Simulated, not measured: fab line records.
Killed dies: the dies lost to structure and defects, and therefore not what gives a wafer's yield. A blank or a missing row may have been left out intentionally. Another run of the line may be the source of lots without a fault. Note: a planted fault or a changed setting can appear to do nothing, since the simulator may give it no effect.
Which tool did it? :: flow gf180mcu :: 36 wafers from 12 lots sampled at 6 of the route's 602 steps

== WHAT THE GAUGES SHOWED, per wafer ==
GF_M1_CD_MEAS_14: the cd target is 230 nm.
lot: L990
measured: day 16 22:41
on: cd_sem-01
cd_nm (nm): 231.2 231.0 231.0

lot: L991
measured: day 17 09:01
on: cd_sem-02
cd_nm (nm): 230.5 230.4 231.2

lot: L992
measured: day 17 18:51
on: cd_sem-01
cd_nm (nm): 231.1 231.4 230.7

lot: L993
measured: day 18 05:22
on: cd_sem-02
cd_nm (nm): 229.0 228.8 228.8

lot: L995
measured: day 19 00:04
on: cd_sem-02
cd_nm (nm): 228.0 229.0 228.5

lot: L996
measured: day 19 10:10
on: cd_sem-02
cd_nm (nm): 230.4 229.4 229.5

lot: L997
measured: day 19 20:25
on: cd_sem-01
cd_nm (nm): 230.7 231.1 230.0

lot: L100
measured: day 21 02:46
on: cd_sem-02
cd_nm (nm): 232.2 231.6 231.4

lot: L101
measured: day 21 05:24
on: cd_sem-01
cd_nm (nm): 228.3 228.0 228.2

lot: L109
measured: day 24 01:21
on: cd_sem-01
cd_nm (nm): 229.2 230.4 230.0

lot: L111
measured: day 24 19:10
on: cd_sem-01
cd_nm (nm): 229.6 228.8 231.0

lot: L113
measured: day 25 02:19
on: cd_sem-01
cd_nm (nm): 228.4 229.9 229.8

GF_V1_THK_MEAS_01.
lot: L990
measured: day 16 23:34
on: film_metro-03
V1_CVD_00_THK (nm): 596 595 592

lot: L991
measured: day 17 09:56
on: film_metro-02
V1_CVD_00_THK (nm): 603 606 608

lot: L992
measured: day 17 19:45
on: film_metro-03
V1_CVD_00_THK (nm): 597 598 598

lot: L993
measured: day 18 06:14
on: film_metro-03
V1_CVD_00_THK (nm): 589 588 586

lot: L995
measured: day 19 00:56
on: film_metro-02
V1_CVD_00_THK (nm): 603 598 597

lot: L996
measured: day 19 11:18
on: film_metro-03
V1_CVD_00_THK (nm): 1193 1203 1189

lot: L997
measured: day 19 21:19
on: film_metro-03
V1_CVD_00_THK (nm): 592 597 593

lot: L100
measured: day 21 04:02
on: film_metro-02
V1_CVD_00_THK (nm): 1208 1207 1209

lot: L101
measured: day 21 06:25
on: film_metro-02
V1_CVD_00_THK (nm): 599 602 600

lot: L109
measured: day 24 02:16
on: film_metro-02
V1_CVD_00_THK (nm): 598 601 604

lot: L111
measured: day 24 20:06
on: film_metro-04
V1_CVD_00_THK (nm): 608 600 605

lot: L113
measured: day 25 03:11
on: film_metro-03
V1_CVD_00_THK (nm): 599 608 603

GF_V1_BOW_MEAS_05.
lot: L990
measured: day 17 00:04
on: film_metro-04
V1_BOW (um): 96 78 81

lot: L991
measured: day 17 10:25
on: film_metro-02
V1_BOW (um): 80 81 82

lot: L992
measured: day 17 20:25
on: film_metro-02
V1_BOW (um): 81 89 85

lot: L993
measured: day 18 06:45
on: film_metro-04
V1_BOW (um): 78 75 71

lot: L995
measured: day 19 01:26
on: film_metro-03
V1_BOW (um): 76 79 91

lot: L996
measured: day 19 11:49
on: film_metro-04
V1_BOW (um): 103 113 96

lot: L997
measured: day 19 21:48
on: film_metro-03
V1_BOW (um): 68 72 76

lot: L100
measured: day 21 04:31
on: film_metro-02
V1_BOW (um): 108 112 99

lot: L101
measured: day 21 06:55
on: film_metro-04
V1_BOW (um): 77 86 84

lot: L109
measured: day 24 02:45
on: film_metro-03
V1_BOW (um): 71 76 76

lot: L111
measured: day 24 20:51
on: film_metro-02
V1_BOW (um): 78 85 74

lot: L113
measured: day 25 03:43
on: film_metro-02
V1_BOW (um): 81 94 75

GF_M2_CD_MEAS_14: the cd target is 280 nm.
lot: L990
measured: day 19 01:04
on: cd_sem-01
cd_nm (nm): 278.2 278.1 278.7

lot: L991
measured: day 19 11:04
on: cd_sem-01
cd_nm (nm): 278.6 280.5 281.0

lot: L992
measured: day 19 22:03
on: cd_sem-02
cd_nm (nm): 278.1 278.9 278.1

lot: L993
measured: day 20 08:50
on: cd_sem-01
cd_nm (nm): 280.9 282.2 282.2

lot: L995
measured: day 21 02:57
on: cd_sem-01
cd_nm (nm): 279.0 280.5 279.4

lot: L996
measured: day 21 12:52
on: cd_sem-02
cd_nm (nm): 278.6 278.4 279.4

lot: L997
measured: day 21 22:44
on: cd_sem-02
cd_nm (nm): 277.1 277.3 277.9

lot: L100
measured: day 23 04:35
on: cd_sem-01
cd_nm (nm): 278.9 279.1 278.4

lot: L101
measured: day 23 08:32
on: cd_sem-02
cd_nm (nm): 279.2 278.6 278.8

lot: L109
measured: day 25 23:22
on: cd_sem-02
cd_nm (nm): 281.5 281.0 280.9

lot: L111
measured: day 26 16:35
on: cd_sem-02
cd_nm (nm): 278.2 278.9 279.5

lot: L113
measured: day 26 22:39
on: cd_sem-02
cd_nm (nm): 277.4 276.6 277.4

== WHICH TOOL RAN EACH LOT (tool, then ch and the chambers of the sampled wafers, then the start) ==
lot: L990
GF_V1_CVD_00: hdpcvd-01 ch 1,2, day 16 23:29
GF_M2_SPUTTER_01: pvd_sputter-02, day 18 01:35

lot: L991
GF_V1_CVD_00: hdpcvd-02 ch 0,1,2, day 17 09:52
GF_M2_SPUTTER_01: pvd_sputter-04, day 18 11:40

lot: L992
GF_V1_CVD_00: hdpcvd-01 ch 1,2, day 17 19:40
GF_M2_SPUTTER_01: pvd_sputter-04, day 18 21:45

lot: L993
GF_V1_CVD_00: hdpcvd-02 ch 0,2, day 18 06:09
GF_M2_SPUTTER_01: pvd_sputter-02, day 19 08:14

lot: L995
GF_V1_CVD_00: hdpcvd-01 ch 0,1,2, day 19 00:50
GF_M2_SPUTTER_01: pvd_sputter-02, day 20 03:17

lot: L996
GF_V1_CVD_00: hdpcvd-01 ch 0,1,2, day 19 10:59
GF_M2_SPUTTER_01: pvd_sputter-01, day 20 13:26

lot: L997
GF_V1_CVD_00: hdpcvd-01 ch 0,1,2, day 19 21:14
GF_M2_SPUTTER_01: pvd_sputter-04, day 20 22:52

lot: L100
GF_V1_CVD_00: hdpcvd-02 ch 0,1, day 21 03:43
GF_M2_SPUTTER_01: pvd_sputter-04, day 22 05:36

lot: L101
GF_V1_CVD_00: hdpcvd-02 ch 0,2, day 21 06:21
GF_M2_SPUTTER_01: pvd_sputter-02, day 22 09:00

lot: L109
GF_V1_CVD_00: hdpcvd-01 ch 0,1,2, day 24 02:11
GF_M2_SPUTTER_01: pvd_sputter-02, day 25 02:20

lot: L111
GF_V1_CVD_00: hdpcvd-02 ch 0,1, day 24 20:02
GF_M2_SPUTTER_01: pvd_sputter-01, day 25 20:01

lot: L113
GF_V1_CVD_00: hdpcvd-02 ch 0,1,2, day 25 03:07
GF_M2_SPUTTER_01: pvd_sputter-02, day 26 02:07
- GF_V1_CVD_00: deposits SiO2, target thk 600 nm, time 100 s.
- GF_M2_SPUTTER_01: material TiN, target thk 30 nm, time 25 s.

== AS READ BY THE TOOLS THEMSELVES (means over the sampled wafers that have a number; for cases with no such wafer, the mark the record gives instead) ==
GF_V1_CVD_00.
lot: L990
tool: hdpcvd-01
susceptor_temp_C (C): 399.80

lot: L991
tool: hdpcvd-02
susceptor_temp_C (C): 399.99

lot: L992
tool: hdpcvd-01
susceptor_temp_C (C): 400.08

lot: L993
tool: hdpcvd-02
susceptor_temp_C (C): 399.99

lot: L995
tool: hdpcvd-01
susceptor_temp_C (C): 400.12

lot: L996
tool: hdpcvd-01
susceptor_temp_C (C): 399.99

lot: L997
tool: hdpcvd-01
susceptor_temp_C (C): 399.90

lot: L100
tool: hdpcvd-02
susceptor_temp_C (C): 400.02

lot: L101
tool: hdpcvd-02
susceptor_temp_C (C): 400.03

lot: L109
tool: hdpcvd-01
susceptor_temp_C (C): 399.97

lot: L111
tool: hdpcvd-02
susceptor_temp_C (C): 400.12

lot: L113
tool: hdpcvd-02
susceptor_temp_C (C): 400.09

GF_M2_SPUTTER_01.
lot: L990
tool: pvd_sputter-02
throttle_valve_pct (%): 29.7

lot: L991
tool: pvd_sputter-04
throttle_valve_pct (%): 30.4

lot: L992
tool: pvd_sputter-04
throttle_valve_pct (%): 29.4

lot: L993
tool: pvd_sputter-02
throttle_valve_pct (%): 29.2

lot: L995
tool: pvd_sputter-02
throttle_valve_pct (%): 29.7

lot: L996
tool: pvd_sputter-01
throttle_valve_pct (%): 29.6

lot: L997
tool: pvd_sputter-04
throttle_valve_pct (%): 30.1

lot: L100
tool: pvd_sputter-04
throttle_valve_pct (%): 29.8

lot: L101
tool: pvd_sputter-02
throttle_valve_pct (%): 30.1

lot: L109
tool: pvd_sputter-02
throttle_valve_pct (%): 29.3

lot: L111
tool: pvd_sputter-01
throttle_valve_pct (%): 28.6

lot: L113
tool: pvd_sputter-02
throttle_valve_pct (%): 28.7

== THE ANSWER, worked out from the rows above alone ==
Rule: usual is defined by the lots themselves. The widest of any qualifying gaps counts: lots, ordered by their means at a reading, are off when they make up no more than a third of the lots, leave a main group of 4 or more, and stand apart from it by 3 or more times the standard deviation of that group's means. If all means in a main group match to the digits the tables above print for the reading, that group is not used. Also off: a lot with no number at a reading for which 4 or more lots have one. The other lots that the step has rows for count as sound. After the gauges, taken in route order, come the tools' own readings; for these a lot's mean is taken, as printed above. At the first step where some lot is off, the reading lying furthest off is the one used; lots without a number count as furthest.
Off: L996, L100, at GF_V1_THK_MEAS_01 (V1_CVD_00_THK). The main group: mean 599 nm, standard deviation 5.2.
A tool fits if, at a process step before that reading, it ran every lot that is off, and no sound lot after the first of them. Gauges at GF_V1_THK_MEAS_01: tried the same way as those tools. Of those tried, none fits.

== WHAT THE SIMULATOR HAD PUT IN ==
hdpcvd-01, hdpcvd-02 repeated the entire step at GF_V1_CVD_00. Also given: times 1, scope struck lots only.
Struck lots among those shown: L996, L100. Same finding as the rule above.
